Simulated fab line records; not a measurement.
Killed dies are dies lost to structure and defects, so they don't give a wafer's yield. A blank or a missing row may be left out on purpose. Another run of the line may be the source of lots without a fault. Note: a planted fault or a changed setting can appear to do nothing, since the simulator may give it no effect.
Split-lot study || flow gf180mcu || on a route of 602 steps: 5 lots, 23 wafers read

## ON THE SPLIT
At GF_PASSIVATION_CVD_00 (deposits SiO2 from TEOS, target thk 1000 nm, time 111.95 s), the setting timeS was moved away from the recipe's 111.95 s on 6 of the 23 wafers read, by +10.8% to +11.7%. This setting was run at the recipe's value on the other wafers.

The file shows no step between the split and the reading.

## THE READING
At GF_PASSIVATION_THK_MEAS_01: PASSIVATION_CVD_00_THK, given in nm. Typical for fault-free wafers on this fab line: 1007 nm, with standard deviation 14 nm.

{"wafer": "L075.2", "tool, chamber at the split": "pecvd-02, 1,0", "timeS as run, s": 111.95, "against the recipe": "recipe", "PASSIVATION_CVD_00_THK, nm": 1014, "against lot-mates on the recipe": "-"}
{"wafer": "L075.3", "tool, chamber at the split": "pecvd-02, 1,0", "timeS as run, s": 111.95, "against the recipe": "recipe", "PASSIVATION_CVD_00_THK, nm": 1013, "against lot-mates on the recipe": "-"}
{"wafer": "L075.4", "tool, chamber at the split": "pecvd-02, 1", "timeS as run, s": 111.95, "against the recipe": "recipe", "PASSIVATION_CVD_00_THK, nm": 1021, "against lot-mates on the recipe": "-"}
{"wafer": "L077.1", "tool, chamber at the split": "pecvd-03, 0", "timeS as run, s": 125.1, "against the recipe": "+11.7%", "PASSIVATION_CVD_00_THK, nm": 1097, "against lot-mates on the recipe": "+111"}
{"wafer": "L077.2", "tool, chamber at the split": "pecvd-03, 1", "timeS as run, s": 125.1, "against the recipe": "+11.7%", "PASSIVATION_CVD_00_THK, nm": 1106, "against lot-mates on the recipe": "+120"}
{"wafer": "L077.3", "tool, chamber at the split": "pecvd-03, 2", "timeS as run, s": 111.95, "against the recipe": "recipe", "PASSIVATION_CVD_00_THK, nm": 981, "against lot-mates on the recipe": "-"}
{"wafer": "L077.4", "tool, chamber at the split": "pecvd-03, 0", "timeS as run, s": 111.95, "against the recipe": "recipe", "PASSIVATION_CVD_00_THK, nm": 991, "against lot-mates on the recipe": "-"}
{"wafer": "L077.6", "tool, chamber at the split": "pecvd-03, 1", "timeS as run, s": 125.1, "against the recipe": "+11.7%", "PASSIVATION_CVD_00_THK, nm": 1115, "against lot-mates on the recipe": "+129"}
{"wafer": "L080.2", "tool, chamber at the split": "pecvd-04, 2", "timeS as run, s": 124, "against the recipe": "+10.8%", "PASSIVATION_CVD_00_THK, nm": 1110, "against lot-mates on the recipe": "+107"}
{"wafer": "L080.3", "tool, chamber at the split": "pecvd-04, 0", "timeS as run, s": 111.95, "against the recipe": "recipe", "PASSIVATION_CVD_00_THK, nm": 989, "against lot-mates on the recipe": "-"}
{"wafer": "L080.4", "tool, chamber at the split": "pecvd-04, 2", "timeS as run, s": 124, "against the recipe": "+10.8%", "PASSIVATION_CVD_00_THK, nm": 1128, "against lot-mates on the recipe": "+125"}
{"wafer": "L080.5", "tool, chamber at the split": "pecvd-04, 0", "timeS as run, s": 111.95, "against the recipe": "recipe", "PASSIVATION_CVD_00_THK, nm": 1017, "against lot-mates on the recipe": "-"}
{"wafer": "L080.6", "tool, chamber at the split": "pecvd-04, 1", "timeS as run, s": 124, "against the recipe": "+10.8%", "PASSIVATION_CVD_00_THK, nm": 1117, "against lot-mates on the recipe": "+114"}
{"wafer": "L081.1", "tool, chamber at the split": "pecvd-04, 2", "timeS as run, s": 111.95, "against the recipe": "recipe", "PASSIVATION_CVD_00_THK, nm": 990, "against lot-mates on the recipe": "-"}
{"wafer": "L081.2", "tool, chamber at the split": "pecvd-04, 0", "timeS as run, s": 111.95, "against the recipe": "recipe", "PASSIVATION_CVD_00_THK, nm": 995, "against lot-mates on the recipe": "-"}
{"wafer": "L081.3", "tool, chamber at the split": "pecvd-04, 1", "timeS as run, s": 111.95, "against the recipe": "recipe", "PASSIVATION_CVD_00_THK, nm": 973, "against lot-mates on the recipe": "-"}
{"wafer": "L081.5", "tool, chamber at the split": "pecvd-04, 2", "timeS as run, s": 111.95, "against the recipe": "recipe", "PASSIVATION_CVD_00_THK, nm": 1010, "against lot-mates on the recipe": "-"}
{"wafer": "L081.6", "tool, chamber at the split": "pecvd-04, 1", "timeS as run, s": 111.95, "against the recipe": "recipe", "PASSIVATION_CVD_00_THK, nm": 1014, "against lot-mates on the recipe": "-"}
{"wafer": "L082.2", "tool, chamber at the split": "pecvd-03, 2,1,0", "timeS as run, s": 111.95, "against the recipe": "recipe", "PASSIVATION_CVD_00_THK, nm": 1004, "against lot-mates on the recipe": "-"}
{"wafer": "L082.3", "tool, chamber at the split": "pecvd-03, 1", "timeS as run, s": 111.95, "against the recipe": "recipe", "PASSIVATION_CVD_00_THK, nm": 1001, "against lot-mates on the recipe": "-"}
{"wafer": "L082.4", "tool, chamber at the split": "pecvd-03, 2,1,0", "timeS as run, s": 111.95, "against the recipe": "recipe", "PASSIVATION_CVD_00_THK, nm": 1004, "against lot-mates on the recipe": "-"}
{"wafer": "L082.5", "tool, chamber at the split": "pecvd-03, 2,1,0", "timeS as run, s": 111.95, "against the recipe": "recipe", "PASSIVATION_CVD_00_THK, nm": 1004, "against lot-mates on the recipe": "-"}
{"wafer": "L082.6", "tool, chamber at the split": "pecvd-03, 2", "timeS as run, s": 111.95, "against the recipe": "recipe", "PASSIVATION_CVD_00_THK, nm": 1004, "against lot-mates on the recipe": "-"}
If several chambers appear in one row, that row covers several wafers at once and the file leaves open which wafer was in which chamber.

THE FIT
A straight line over all 23 wafers: PASSIVATION_CVD_00_THK changes by +9.78 nm for each +1% of timeS; r = +0.97; the points scatter about the line by 14 nm.
The same after taking each lot's own level away (the mean of its wafers on the recipe; 23 wafers): +10.4 nm for each +1%; r = +0.98; scatter 9.6 nm.
According to that fit, moving timeS by its largest amount changes the reading by 1.2e+02 nm.
The span of the lots' own levels, 986.0 to 1016.0 nm, comes to 2.1 times the standard deviation stated above.
So the lot-to-lot level changes the slope little: the two slopes agree.
Check: for one of the wafers moved furthest among these (+11.7%), held out of the fit, the line's prediction against its lot-mates is +125 nm. Against them it came out at +111 nm.

## THE OTHER SPLITS THESE WAFERS WENT THROUGH
Note: prior to the reading, these wafers also went through further splits. Each is held against what the fit with the lots' levels taken away leaves over:
{"other split on the same wafers": "GF_M5_METAL_ETCH_10 timeS", "wafers away from the commonest value": 10, "r with PASSIVATION_CVD_00_THK (lot level and that fit taken away)": -0.07}
{"other split on the same wafers": "GF_V5_CVD_00 sih4FlowSccm", "wafers away from the commonest value": 9, "r with PASSIVATION_CVD_00_THK (lot level and that fit taken away)": "+0.05"}
{"other split on the same wafers": "GF_V5_EXPOSE_11 doseMj", "wafers away from the commonest value": 9, "r with PASSIVATION_CVD_00_THK (lot level and that fit taken away)": "+0.04"}
{"other split on the same wafers": "GF_V5_ETCH_16 pressureMtorr", "wafers away from the commonest value": 15, "r with PASSIVATION_CVD_00_THK (lot level and that fit taken away)": "+0.03"}
{"other split on the same wafers": "GF_TOP_METAL_SPUTTER_01 timeS", "wafers away from the commonest value": 6, "r with PASSIVATION_CVD_00_THK (lot level and that fit taken away)": "+0.02"}
{"other split on the same wafers": "GF_TOP_METAL_COAT_09 spinRpm", "wafers away from the commonest value": 9, "r with PASSIVATION_CVD_00_THK (lot level and that fit taken away)": "+0.08"}

## THE WHOLE CHAIN: every reading that the file lists as answering this split, in the file's order
{"step": "GF_PASSIVATION_CVD_00", "what it does": "deposits SiO2 from TEOS, target thk 1000 nm, time 111.95 s", "reading": "SiO2_of_PASSIVATION_CVD_00.thkNm (the simulator's own value, which no gauge read)", "change (the file's fit)": "+10.4 nm for each +1% of the setting", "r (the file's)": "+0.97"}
{"step": "GF_PASSIVATION_THK_MEAS_01", "what it does": "", "reading": "PASSIVATION_CVD_00_THK", "change (the file's fit)": "+10.4 for each +1% of the setting", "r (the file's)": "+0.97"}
{"step": "GF_PASSIVATION_ETCH_11", "what it does": "etches the open film in CF4/O2, stops on TiN, target depth 1800 nm, time 393.4 s", "reading": "PASSIVATION.featureDepthNm (the simulator's own value, which no gauge read)", "change (the file's fit)": "+6.48 nm for each +1% of the setting", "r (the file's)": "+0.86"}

## THE FILE'S OWN FIT
PASSIVATION_CVD_00_THK changes by +10.4 nm for each +1% of timeS, r = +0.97.
